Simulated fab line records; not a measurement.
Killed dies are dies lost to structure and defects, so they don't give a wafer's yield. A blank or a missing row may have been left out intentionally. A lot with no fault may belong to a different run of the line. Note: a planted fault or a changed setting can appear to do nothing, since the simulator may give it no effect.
fab line records	flow gf180mcu
record lots=24	wafers=72	lastDay=34
route steps=602 shown V3@450 M4@461 V4@502 V5@562 TOP_METAL@569
lots that met no fault: from a run of the same line without faults
startH: start of the lot's first displayed wafer, in hours after the record's first day	waitH: how many hours have passed since the lot's step before this one	" repeats the value in the row above	L1.1+2: several wafers, shown together as one row	- value missing, or start not given	* or withheld: withheld	< > ~ a bound
route shown NAME@n: NAME is a module with steps in the file, n the number in the route of the first one	usual: mean and standard deviation over wafers with no fault	same: alike in all rows	chamber/n: place in a boat	sites: readings site by site	_std_site: how widely they spread, as a standard deviation	_edge_site: inner sites' mean taken away from outer sites' mean	radiusMm: for every site, how far away it sits from the centre of the wafer	mask NAME#n: copy n	behind: tool/chamber where the wafer was last shaped	hold: reason for holding the lot/hours on hold/outcome of the hold	device: the transistor (n, p or np) that didn't switch	end of line: tests run on the same wafers once the route is complete	a step with no rows: only its recipe	killed: the dies lost at the first sort to structure and to defects; this is not the yield of the wafer	map: the dies of a wafer, with x for killed, . for not killed, _ for no die there
set.NAME: the run value of the setting; set.NAME@STEP: its run value at that earlier step	model.NAME: the simulator's own value behind a step, which no gauge read
the route's steps for a sample of lots (tables are steps, rows are wafers)
services: when a tool's chamber went out of use (startH, in hours from the record's first day, below 0 if earlier), for how many hours, and the reason
## steps
# step GF_V3_SPUTTER_21
# recipe material=Ti	targetThkNm=15	chamberPressurePa=5	powerW=2500	substrateTempC=200	timeS=80.02
# usual substrateTempC=199.98/0.16	throttleValvePct=30.0/1.1
lot.wafer	tool	chamber	startH	waitH	substrateTempC	throttleValvePct
L074.1	pvdSputter-02	-	532.76	0.0	199.82	31.3
L074.3	"	-	"	"	199.96	28.9
L074.6	"	-	"	"	199.84	28.8
L075.2	pvdSputter-02	-	544.96	0.0	199.70	28.8
L075.4	"	-	"	"	199.82	31.4
L075.6	"	-	"	"	199.81	29.0
L076.3	pvdSputter-02	-	550.45	0.0	199.84	31.3
L076.4	"	-	"	"	199.71	29.3
L076.5	"	-	"	"	199.64	29.2
L077.1	pvdSputter-03	-	550.77	0.0	199.92	28.5
L077.4	"	-	"	"	200.06	28.9
L077.6	"	-	"	"	200.24	31.8
L078.1	pvdSputter-04	-	553.69	0.0	200.16	31.1
L078.2	"	-	"	"	199.89	29.9
L078.6	"	-	"	"	200.07	29.9
L080.1	pvdSputter-02	-	566.95	0.0	199.69	28.9
L080.2	"	-	"	"	199.91	29.9
L080.5	"	-	"	"	199.86	28.8
L079.2	pvdSputter-04	-	570.25	0.0	200.13	30.7
L079.3	"	-	"	"	200.12	31.3
L079.6	"	-	"	"	200.04	29.7
L082.1	pvdSputter-03	-	583.76	0.0	199.80	29.3
L082.3	"	-	"	"	199.80	31.5
L082.6	"	-	"	"	199.95	28.5
L083.1	pvdSputter-04	-	590.96	0.0	200.03	31.2
L083.4	"	-	"	"	199.89	31.1
L083.5	"	-	"	"	199.84	31.1
L081.1	pvdSputter-03	-	591.71	0.0	199.95	31.3
L081.2	"	-	"	"	200.05	28.3
L081.5	"	-	"	"	199.97	28.6
L084.1	pvdSputter-02	-	598.38	0.0	200.05	28.7
L084.3	"	-	"	"	200.04	29.6
L084.5	"	-	"	"	199.94	31.3
L085.2	pvdSputter-02	-	603.81	0.0	200.02	29.4
L085.4	"	-	"	"	199.80	28.9
L085.6	"	-	"	"	199.90	29.3
L086.1	pvdSputter-02	-	619.81	0.0	200.10	28.7
L086.3	"	-	"	"	199.95	30.1
L086.4	"	-	"	"	200.08	31.1
L087.2	pvdSputter-04	-	621.27	0.0	199.96	31.2
L087.3	"	-	"	"	200.06	31.1
L087.5	"	-	"	"	199.78	31.3
L088.1	pvdSputter-03	-	622.07	0.0	199.91	31.7
L088.5	"	-	"	"	200.15	31.7
L088.6	"	-	"	"	200.01	28.5
L089.3	pvdSputter-03	-	635.22	0.0	200.35	29.2
L089.5	"	-	"	"	200.27	29.1
L089.6	"	-	"	"	200.05	28.9
L090.2	pvdSputter-04	-	644.65	0.0	199.98	31.3
L090.3	"	-	"	"	200.20	30.1
L090.5	"	-	"	"	199.93	31.4
L091.3	pvdSputter-03	-	650.75	0.0	199.89	28.2
L091.4	"	-	"	"	200.39	29.0
L091.5	"	-	"	"	199.84	28.5
L092.1	pvdSputter-03	-	655.97	0.0	199.83	28.5
L092.3	"	-	"	"	200.04	29.1
L092.5	"	-	"	"	200.26	29.0
L093.1	pvdSputter-02	-	658.64	0.0	200.01	29.4
L093.2	"	-	"	"	199.79	31.1
L093.5	"	-	"	"	199.72	29.4
L094.2	pvdSputter-04	-	668.76	0.0	200.11	31.3
L094.4	"	-	"	"	200.01	31.1
L094.6	"	-	"	"	200.13	31.2
L095.2	pvdSputter-04	-	671.41	0.0	199.94	30.4
L095.3	"	-	"	"	200.01	31.1
L095.4	"	-	"	"	199.91	30.3
L096.2	pvdSputter-02	-	679.11	0.0	200.27	31.2
L096.3	"	-	"	"	199.87	29.3
L096.6	"	-	"	"	199.99	29.4
L097.4	pvdSputter-03	-	682.79	0.0	199.95	31.3
L097.5	"	-	"	"	200.14	28.9
L097.6	"	-	"	"	199.73	29.1
# step GF_M4_RS_MEAS_05
# recipe thkMeasGauge=four-point-probe	reads=TiN_of_M4_SPUTTER_04+Ti_of_M4_SPUTTER_03+AlCu_of_M4_SPUTTER_02+TiN_of_M4_SPUTTER_01+Ti_of_M4_SPUTTER_00
# usual M4_ALCU_RS=0.0694/0.00065
lot.wafer	tool	chamber	startH	waitH	M4_ALCU_RS[ohm/sq]
L074.1	filmMetro-02	-	533.67	0.0	0.0702
L074.3	"	-	"	"	0.0694
L074.6	"	-	"	"	0.0692
L075.2	filmMetro-02	-	546.23	0.0	0.0687
L075.4	"	-	"	"	0.0689
L075.6	"	-	"	"	0.0691
L076.3	filmMetro-02	-	551.40	0.1	0.0688
L076.4	"	-	"	"	0.0699
L076.5	"	-	"	"	0.0695
L077.1	filmMetro-03	-	551.68	0.0	0.0697
L077.4	"	-	"	"	0.0693
L077.6	"	-	"	"	0.0687
L078.1	filmMetro-04	-	554.61	0.0	0.0702
L078.2	"	-	"	"	0.0691
L078.6	"	-	"	"	0.0703
L080.1	filmMetro-02	-	567.86	0.0	0.0709
L080.2	"	-	"	"	0.0700
L080.5	"	-	"	"	0.0708
L079.2	filmMetro-02	-	571.18	0.0	0.0694
L079.3	"	-	"	"	0.0681
L079.6	"	-	"	"	0.0686
L082.1	filmMetro-04	-	584.67	0.0	0.0695
L082.3	"	-	"	"	0.0701
L082.6	"	-	"	"	0.0696
L083.1	filmMetro-03	-	591.87	0.0	0.0682
L083.4	"	-	"	"	0.0697
L083.5	"	-	"	"	0.0695
L081.1	filmMetro-04	-	592.62	0.0	0.0693
L081.2	"	-	"	"	0.0699
L081.5	"	-	"	"	0.0682
L084.1	filmMetro-03	-	599.29	0.0	0.0695
L084.3	"	-	"	"	0.0692
L084.5	"	-	"	"	0.0698
L085.2	filmMetro-04	-	604.74	0.0	0.0684
L085.4	"	-	"	"	0.0693
L085.6	"	-	"	"	0.0693
L086.1	filmMetro-02	-	620.72	0.0	0.0691
L086.3	"	-	"	"	0.0695
L086.4	"	-	"	"	0.0687
L087.2	filmMetro-03	-	622.20	0.0	0.0700
L087.3	"	-	"	"	0.0692
L087.5	"	-	"	"	0.0693
L088.1	filmMetro-04	-	622.98	0.0	0.0700
L088.5	"	-	"	"	0.0700
L088.6	"	-	"	"	0.0704
L089.3	filmMetro-02	-	636.17	0.1	0.0696
L089.5	"	-	"	"	0.0695
L089.6	"	-	"	"	0.0696
L090.2	filmMetro-04	-	645.59	0.0	0.0693
L090.3	"	-	"	"	0.0690
L090.5	"	-	"	"	0.0694
L091.3	filmMetro-02	-	651.71	0.1	0.0689
L091.4	"	-	"	"	0.0688
L091.5	"	-	"	"	0.0688
L092.1	filmMetro-02	-	656.88	0.0	0.0692
L092.3	"	-	"	"	0.0706
L092.5	"	-	"	"	0.0706
L093.1	filmMetro-03	-	659.56	0.0	0.0692
L093.2	"	-	"	"	0.0695
L093.5	"	-	"	"	0.0693
L094.2	filmMetro-03	-	669.69	0.0	0.0694
L094.4	"	-	"	"	0.0699
L094.6	"	-	"	"	0.0697
L095.2	filmMetro-04	-	672.34	0.0	0.0698
L095.3	"	-	"	"	0.0687
L095.4	"	-	"	"	0.0698
L096.2	filmMetro-02	-	680.32	0.0	0.0697
L096.3	"	-	"	"	0.0698
L096.6	"	-	"	"	0.0698
L097.4	filmMetro-04	-	683.76	0.1	0.0688
L097.5	"	-	"	"	0.0679
L097.6	"	-	"	"	0.0686
# step GF_V4_CMP_26
# recipe stopOn=SiO2	downForcePsi=3.5	platenRpm=60	tOverpolishS=15	targetThkNm=0	padVelocityMS=0.94248
# usual headPressurePsi=3.499/0.0075	motorCurrentA=10.4/0.64	overpolishRunS=15.000/0.0089	timeToEndpointS=86/3.6
lot.wafer	tool	chamber	startH	waitH	headPressurePsi	motorCurrentA	overpolishRunS	timeToEndpointS
L074.3	cmp-01	2	579.45	0.0	3.485	9.8	14.997	84
L074.1	"	0	"	"	3.508	9.5	14.989	87
L074.6	"	2	"	"	3.484	10.1	15.009	80
L075.2	cmp-02	1	592.33	0.1	3.501	11.7	14.994	86
L075.4	"	2	"	"	3.509	9.6	15.015	80
L075.6	"	0	"	"	3.500	10.6	14.990	86
L077.4	cmp-01	1	597.40	0.0	3.511	10.0	15.010	84
L077.1	"	0	"	"	3.512	10.0	14.996	85
L077.6	"	1	"	"	3.503	9.5	14.999	86
L076.3	cmp-02	0	597.49	0.1	3.497	10.6	15.008	91
L076.4	"	1	"	"	3.494	11.4	14.991	86
L076.5	"	2	"	"	3.496	10.1	14.998	85
L078.1	cmp-02	3	599.60	0.1	3.509	10.9	15.000	90
L078.2	"	1	"	"	3.497	11.3	15.008	87
L078.6	"	3	"	"	3.498	10.5	14.987	91
L080.2	cmp-01	0	613.10	0.0	3.491	9.8	14.991	87
L080.1	"	1	"	"	3.507	9.8	15.010	82
L080.5	"	0	"	"	3.498	9.7	15.001	84
L079.3	cmp-02	3	616.49	0.0	3.486	11.1	15.005	92
L079.2	"	0	"	"	3.506	11.1	15.006	90
L079.6	"	0	"	"	3.509	10.9	15.006	91
L082.1	cmp-01	3	629.18	0.4	3.490	11.5	15.004	87
L082.3	"	0	"	"	3.503	9.2	15.000	87
L082.6	"	1	"	"	3.499	9.8	14.987	83
L083.4	cmp-01	1	635.94	0.0	3.494	10.0	14.999	85
L083.1	"	3	"	"	3.509	10.8	14.995	87
L083.5	"	1	"	"	3.481	10.0	15.010	85
L081.1	cmp-01	3	636.40	0.1	3.491	10.5	14.997	94
L081.2	"	0	"	"	3.498	10.1	15.003	94
L081.5	"	1	"	"	3.500	10.0	14.994	88
L084.3	cmp-01	0	643.04	0.0	3.501	9.5	14.999	92
L084.1	"	1	"	"	3.507	9.5	15.004	87
L084.5	"	0	"	"	3.499	9.4	15.001	87
L085.4	cmp-02	2	647.45	0.1	3.509	9.9	14.995	81
L085.2	"	3	"	"	3.493	11.0	14.998	85
L085.6	"	1	"	"	3.494	11.7	15.007	87
L086.1	cmp-01	0	663.83	0.1	3.500	9.7	14.995	82
L086.4	"	1	"	"	3.509	9.4	15.011	82
L086.3	"	2	"	"	3.498	10.3	15.006	82
L087.3	cmp-01	2	665.34	0.0	3.499	9.6	15.003	85
L087.2	"	0	"	"	3.493	9.3	15.025	84
L087.5	"	3	"	"	3.506	11.2	15.004	88
L088.1	cmp-02	1	666.13	0.2	3.509	11.8	15.012	87
L088.5	"	2	"	"	3.494	9.9	15.006	86
L088.6	"	3	"	"	3.500	10.9	14.991	93
L089.3	cmp-01	3	678.70	0.2	3.502	10.4	15.010	85
L089.6	"	0	"	"	3.488	10.0	15.004	85
L089.5	"	1	"	"	3.490	9.5	14.994	81
L090.3	cmp-02	1	687.71	0.0	3.499	10.6	14.996	82
L090.2	"	3	"	"	3.490	10.5	15.011	86
L090.5	"	1	"	"	3.508	11.2	14.995	82
L091.3	cmp-02	3	693.33	0.0	3.495	10.9	15.005	84
L091.4	"	2	"	"	3.503	9.8	14.992	79
L091.5	"	3	"	"	3.507	10.5	14.997	81
L092.1	cmp-01	1	697.69	0.2	3.505	9.5	15.005	85
L092.3	"	0	"	"	3.496	9.5	14.999	84
L092.5	"	1	"	"	3.498	9.7	15.013	83
L093.1	cmp-02	0	701.95	0.1	3.502	10.9	15.018	87
L093.2	"	1	"	"	3.491	10.9	15.007	86
L093.5	"	1	"	"	3.502	10.6	15.004	84
L094.2	cmp-02	2	710.67	0.1	3.501	9.9	15.007	84
L094.4	"	0	"	"	3.506	10.5	14.982	87
L094.6	"	1	"	"	3.479	11.8	15.015	86
L095.3	cmp-02	0	712.82	0.1	3.501	11.4	15.014	86
L095.4	"	1	"	"	3.500	10.8	14.992	87
L095.2	"	2	"	"	3.493	9.7	14.993	86
L096.2	cmp-02	0	720.34	0.1	3.495	10.6	15.007	88
L096.3	"	1	"	"	3.491	11.8	14.998	89
L096.6	"	2	"	"	3.497	9.8	15.010	81
L097.4	cmp-02	2	723.24	0.1	3.499	10.3	15.003	89
L097.5	"	0	"	"	3.485	10.7	14.997	88
L097.6	"	1	"	"	3.495	10.6	14.998	91
# step GF_V5_SPUTTER_22
# recipe material=TiN	targetThkNm=10	chamberPressurePa=5	powerW=4000	timeS=40
# usual throttleValvePct=30.1/1.1
lot.wafer	tool	chamber	startH	waitH	throttleValvePct
L074.1	pvdSputter-02	-	645.54	0.0	29.0
L074.3	"	-	"	"	31.3
L074.6	"	-	"	"	29.1
L075.2	pvdSputter-03	-	656.85	0.0	29.1
L075.4	"	-	"	"	29.1
L075.6	"	-	"	"	28.9
L076.3	pvdSputter-03	-	660.96	0.0	31.7
L076.4	"	-	"	"	29.1
L076.5	"	-	"	"	31.5
L077.1	pvdSputter-04	-	661.63	0.0	30.7
L077.4	"	-	"	"	31.1
L077.6	"	-	"	"	29.7
L078.1	pvdSputter-04	-	664.64	0.0	30.0
L078.2	"	-	"	"	30.9
L078.6	"	-	"	"	30.6
L080.1	pvdSputter-04	-	675.69	0.0	31.0
L080.2	"	-	"	"	30.8
L080.5	"	-	"	"	31.3
L079.2	pvdSputter-04	-	679.15	0.0	31.1
L079.3	"	-	"	"	29.8
L079.6	"	-	"	"	31.2
L082.1	pvdSputter-04	-	689.81	0.0	30.8
L082.3	"	-	"	"	31.4
L082.6	"	-	"	"	31.2
L083.1	pvdSputter-03	-	697.13	0.0	29.3
L083.4	"	-	"	"	31.3
L083.5	"	-	"	"	31.5
L081.1	pvdSputter-03	-	697.87	0.0	28.4
L081.2	"	-	"	"	29.1
L081.5	"	-	"	"	28.4
L084.1	pvdSputter-03	-	705.12	0.0	29.3
L084.3	"	-	"	"	31.6
L084.5	"	-	"	"	29.1
L085.2	pvdSputter-03	-	709.60	0.0	29.3
L085.4	"	-	"	"	28.3
L085.6	"	-	"	"	29.2
L086.1	pvdSputter-04	-	723.84	0.0	30.6
L086.3	"	-	"	"	31.2
L086.4	"	-	"	"	31.1
L087.2	pvdSputter-02	-	726.29	0.0	31.1
L087.3	"	-	"	"	30.2
L087.5	"	-	"	"	30.0
L088.1	pvdSputter-04	-	726.64	0.0	31.1
L088.5	"	-	"	"	30.7
L088.6	"	-	"	"	30.1
L089.3	pvdSputter-04	-	737.43	0.0	30.0
L089.5	"	-	"	"	29.9
L089.6	"	-	"	"	31.1
L090.2	pvdSputter-03	-	744.99	0.0	31.7
L090.3	"	-	"	"	29.0
L090.5	"	-	"	"	28.7
L091.3	pvdSputter-04	-	749.33	0.0	30.1
L091.4	"	-	"	"	29.7
L091.5	"	-	"	"	31.0
L092.1	pvdSputter-03	-	754.10	0.0	28.8
L092.3	"	-	"	"	28.4
L092.5	"	-	"	"	29.3
L093.1	pvdSputter-03	-	757.81	0.0	28.6
L093.2	"	-	"	"	29.2
L093.5	"	-	"	"	29.6
L094.2	pvdSputter-02	-	764.99	0.0	30.1
L094.4	"	-	"	"	29.4
L094.6	"	-	"	"	28.7
L095.2	pvdSputter-03	-	766.94	0.0	28.9
L095.3	"	-	"	"	29.3
L095.4	"	-	"	"	28.4
L096.2	pvdSputter-03	-	773.68	0.0	28.9
L096.3	"	-	"	"	28.3
L096.6	"	-	"	"	28.8
L097.4	pvdSputter-02	-	777.16	0.0	31.0
L097.5	"	-	"	"	29.3
L097.6	"	-	"	"	30.0
# step GF_V5_CMP_26
# recipe stopOn=SiO2	downForcePsi=3.5	platenRpm=60	tOverpolishS=15	targetThkNm=0	padVelocityMS=0.94248
# usual headPressurePsi=3.500/0.007	motorCurrentA=10.5/0.57	overpolishRunS=15.000/0.0091	timeToEndpointS=84/3.1
lot.wafer	tool	chamber	startH	waitH	headPressurePsi	motorCurrentA	overpolishRunS	timeToEndpointS
L074.3	cmp-02	1	645.92	0.1	3.502	11.3	14.998	87
L074.1	"	2	"	"	3.505	9.7	14.985	84
L074.6	"	0	"	"	3.502	11.1	15.006	85
L075.4	cmp-01	2	657.23	0.1	3.491	9.9	14.983	83
L075.2	"	0	"	"	3.489	9.6	15.008	86
L075.6	"	2	"	"	3.493	10.1	15.001	83
L076.4	cmp-01	2	661.34	0.1	3.508	9.7	15.015	85
L076.3	"	0	"	"	3.504	9.6	15.002	86
L076.5	"	1	"	"	3.509	9.7	14.992	85
L077.1	cmp-02	1	661.96	0.1	3.497	11.0	15.002	82
L077.4	"	3	"	"	3.505	10.7	15.006	89
L077.6	"	1	"	"	3.507	11.5	14.987	82
L078.2	cmp-02	2	665.02	0.1	3.489	9.8	15.001	81
L078.1	"	3	"	"	3.502	10.7	15.001	88
L078.6	"	2	"	"	3.494	9.9	14.989	79
L080.1	cmp-02	0	676.02	0.1	3.512	10.6	15.003	86
L080.2	"	2	"	"	3.498	10.0	15.012	82
L080.5	"	0	"	"	3.509	11.1	14.995	83
L079.3	cmp-01	0	679.48	0.0	3.493	9.5	15.014	83
L079.2	"	3	"	"	3.498	10.5	14.993	87
L079.6	"	1	"	"	3.510	10.2	14.996	80
L082.1	cmp-01	2	690.14	0.1	3.498	10.0	14.992	83
L082.3	"	3	"	"	3.501	11.2	15.006	83
L082.6	"	3	"	"	3.513	10.5	14.990	87
L083.4	cmp-02	1	697.52	0.1	3.491	10.7	15.007	85
L083.1	"	3	"	"	3.499	10.9	15.006	86
L083.5	"	0	"	"	3.487	11.4	15.009	82
L081.1	cmp-02	2	698.20	0.1	3.500	10.2	14.993	81
L081.2	"	0	"	"	3.502	10.4	15.003	83
L081.5	"	3	"	"	3.509	10.3	14.985	89
L084.1	cmp-01	3	705.45	0.1	3.496	11.0	15.009	88
L084.3	"	0	"	"	3.498	9.7	15.007	88
L084.5	"	0	"	"	3.496	9.5	14.999	88
L085.2	cmp-01	1	710.03	0.1	3.497	9.9	14.993	81
L085.4	"	2	"	"	3.505	10.2	15.002	85
L085.6	"	3	"	"	3.495	10.6	14.988	87
L086.1	cmp-02	0	724.22	0.1	3.502	10.5	14.994	85
L086.3	"	1	"	"	3.506	11.3	14.994	85
L086.4	"	2	"	"	3.491	10.4	14.995	87
L087.2	cmp-02	3	726.62	0.0	3.500	10.9	14.984	88
L087.3	"	0	"	"	3.507	10.7	15.016	84
L087.5	"	0	"	"	3.483	11.6	14.996	86
L088.1	cmp-02	3	727.02	0.1	3.497	11.1	14.994	91
L088.6	"	2	"	"	3.497	10.4	15.006	84
L088.5	"	3	"	"	3.516	10.4	15.001	91
L089.3	cmp-02	2	737.91	0.2	3.501	10.1	14.994	78
L089.6	"	3	"	"	3.505	10.3	14.998	88
L089.5	"	0	"	"	3.494	10.6	14.996	83
L090.3	cmp-02	2	745.60	0.3	3.502	10.1	14.989	78
L090.2	"	0	"	"	3.498	10.7	14.997	85
L090.5	"	2	"	"	3.493	10.1	15.000	79
L091.3	cmp-01	0	749.76	0.1	3.492	10.0	14.997	87
L091.4	"	1	"	"	3.491	10.0	14.988	80
L091.5	"	2	"	"	3.492	10.0	15.002	83
L092.1	cmp-01	3	754.43	0.1	3.502	11.0	15.012	88
L092.3	"	1	"	"	3.498	9.8	14.996	82
L092.5	"	0	"	"	3.500	9.7	15.002	85
L093.2	cmp-02	2	758.14	0.0	3.501	10.0	15.018	81
L093.1	"	3	"	"	3.504	11.4	14.988	87
L093.5	"	2	"	"	3.496	10.1	15.006	81
L094.4	cmp-02	0	765.37	0.1	3.503	10.7	15.003	82
L094.2	"	1	"	"	3.498	11.0	14.976	86
L094.6	"	0	"	"	3.512	11.2	15.008	83
L095.3	cmp-02	0	767.27	0.0	3.503	10.8	15.010	81
L095.2	"	1	"	"	3.498	11.4	14.989	85
L095.4	"	2	"	"	3.497	10.0	15.022	81
L096.3	cmp-01	3	774.06	0.1	3.493	11.1	15.002	87
L096.2	"	1	"	"	3.495	10.2	15.007	80
L096.6	"	3	"	"	3.492	10.4	15.007	87
L097.4	cmp-02	1	777.47	0.0	3.490	11.2	15.001	82
L097.6	"	1	"	"	3.505	11.2	15.011	84
L097.5	"	2	"	"	3.504	9.8	15.004	81
# step GF_TOP_METAL_SPUTTER_02
# recipe material=AlCu	targetThkNm=900	powerW=10600	chamberPressurePa=0.3	substrateTempC=250	gas=Ar	timeS=47.82
# usual substrateTempC=250.01/0.17	throttleValvePct=29.8/1.1
lot.wafer	tool	chamber	startH	waitH	substrateTempC	throttleValvePct
L074.1	pvdSputter-01	-	646.30	0.0	249.96	29.1
L074.3	"	-	"	"	249.92	26.9
L074.6	"	-	"	"	250.04	29.5
L075.2	pvdSputter-01	-	657.61	0.0	249.81	29.8
L075.4	"	-	"	"	249.74	26.8
L075.6	"	-	"	"	249.90	26.9
L076.3	pvdSputter-01	-	661.72	0.0	249.99	29.2
L076.4	"	-	"	"	250.19	29.7
L076.5	"	-	"	"	249.85	26.7
L077.1	pvdSputter-04	-	662.39	0.0	249.97	30.1
L077.4	"	-	"	"	250.16	31.3
L077.6	"	-	"	"	249.98	30.5
L078.1	pvdSputter-02	-	665.40	0.0	249.64	30.9
L078.2	"	-	"	"	250.14	29.2
L078.6	"	-	"	"	250.25	29.3
L080.1	pvdSputter-02	-	676.45	0.0	250.19	31.1
L080.2	"	-	"	"	250.04	29.0
L080.5	"	-	"	"	249.92	28.6
L079.2	pvdSputter-04	-	679.91	0.0	249.66	31.2
L079.3	"	-	"	"	250.04	31.3
L079.6	"	-	"	"	249.97	31.0
L082.1	pvdSputter-01	-	690.57	0.0	250.35	29.4
L082.3	"	-	"	"	250.02	29.6
L082.6	"	-	"	"	249.87	29.7
L083.1	pvdSputter-01	-	697.90	0.0	250.33	29.8
L083.4	"	-	"	"	249.96	29.2
L083.5	"	-	"	"	250.25	30.5
L081.1	pvdSputter-02	-	698.63	0.0	250.21	29.8
L081.2	"	-	"	"	249.94	28.8
L081.5	"	-	"	"	250.05	29.1
L084.1	pvdSputter-02	-	705.88	0.0	250.01	31.3
L084.3	"	-	"	"	250.20	29.7
L084.5	"	-	"	"	249.84	28.8
L085.2	pvdSputter-04	-	710.36	0.0	250.30	31.2
L085.4	"	-	"	"	250.22	30.1
L085.6	"	-	"	"	249.79	31.2
L086.1	pvdSputter-01	-	724.60	0.0	250.08	30.8
L086.3	"	-	"	"	249.92	29.7
L086.4	"	-	"	"	249.93	29.4
L087.2	pvdSputter-01	-	727.05	0.0	250.11	31.0
L087.3	"	-	"	"	249.98	29.0
L087.5	"	-	"	"	249.98	28.9
L088.1	pvdSputter-04	-	727.40	0.0	250.08	31.0
L088.5	"	-	"	"	250.10	30.7
L088.6	"	-	"	"	249.96	29.8
L089.3	pvdSputter-02	-	738.19	0.0	250.21	29.6
L089.5	"	-	"	"	250.08	30.0
L089.6	"	-	"	"	249.93	31.1
L090.2	pvdSputter-02	-	746.03	0.0	249.87	28.8
L090.3	"	-	"	"	250.02	29.8
L090.5	"	-	"	"	249.87	31.3
L091.3	pvdSputter-02	-	750.09	0.0	250.09	29.9
L091.4	"	-	"	"	250.04	28.7
L091.5	"	-	"	"	250.15	29.4
L092.1	pvdSputter-02	-	754.86	0.0	249.96	30.0
L092.3	"	-	"	"	249.87	29.2
L092.5	"	-	"	"	250.24	29.0
L093.1	pvdSputter-01	-	758.57	0.0	250.01	26.7
L093.2	"	-	"	"	250.10	28.9
L093.5	"	-	"	"	250.03	29.7
L094.2	pvdSputter-02	-	765.75	0.0	250.02	31.2
L094.4	"	-	"	"	249.71	29.3
L094.6	"	-	"	"	249.99	29.7
L095.2	pvdSputter-02	-	767.70	0.0	250.12	31.1
L095.3	"	-	"	"	250.10	28.9
L095.4	"	-	"	"	250.07	29.1
L096.2	pvdSputter-02	-	774.44	0.0	250.19	30.0
L096.3	"	-	"	"	250.31	31.4
L096.6	"	-	"	"	250.28	28.8
L097.4	pvdSputter-02	-	777.92	0.0	250.15	29.4
L097.5	"	-	"	"	250.29	31.0
L097.6	"	-	"	"	249.45	29.8
## services
tool	chamber	startH	hours	kind
cmp-01	-	510.60	0.2	repair
cmp-01	-	518.74	34.5	repair
pvdSputter-01	-	527.12	4.0	repair
pvdSputter-02	-	535.58	4.0	repair
pvdSputter-03	-	540.14	2.9	repair
cmp-01	-	553.21	9.7	pm
pvdSputter-04	-	561.00	1.6	repair
cmp-02	-	577.35	4.4	repair
pvdSputter-04	-	618.24	2.5	repair
cmp-02	-	625.60	4.6	repair
cmp-02	-	639.51	4.0	pm
cmp-01	-	643.64	5.7	pm
pvdSputter-04	-	646.31	5.4	repair
pvdSputter-02	-	648.71	3.1	repair
pvdSputter-03	-	662.97	13.3	repair
pvdSputter-03	-	664.13	0.7	repair
pvdSputter-02	-	667.51	2.9	repair
cmp-02	-	677.40	8.7	pm
cmp-02	-	689.29	2.2	repair
pvdSputter-04	-	695.97	6.9	repair
pvdSputter-04	-	711.09	3.4	repair
cmp-01	-	741.65	0.7	repair
cmp-01	-	744.00	4.0	pm
pvdSputter-01	-	762.53	3.6	repair
## key
fault none
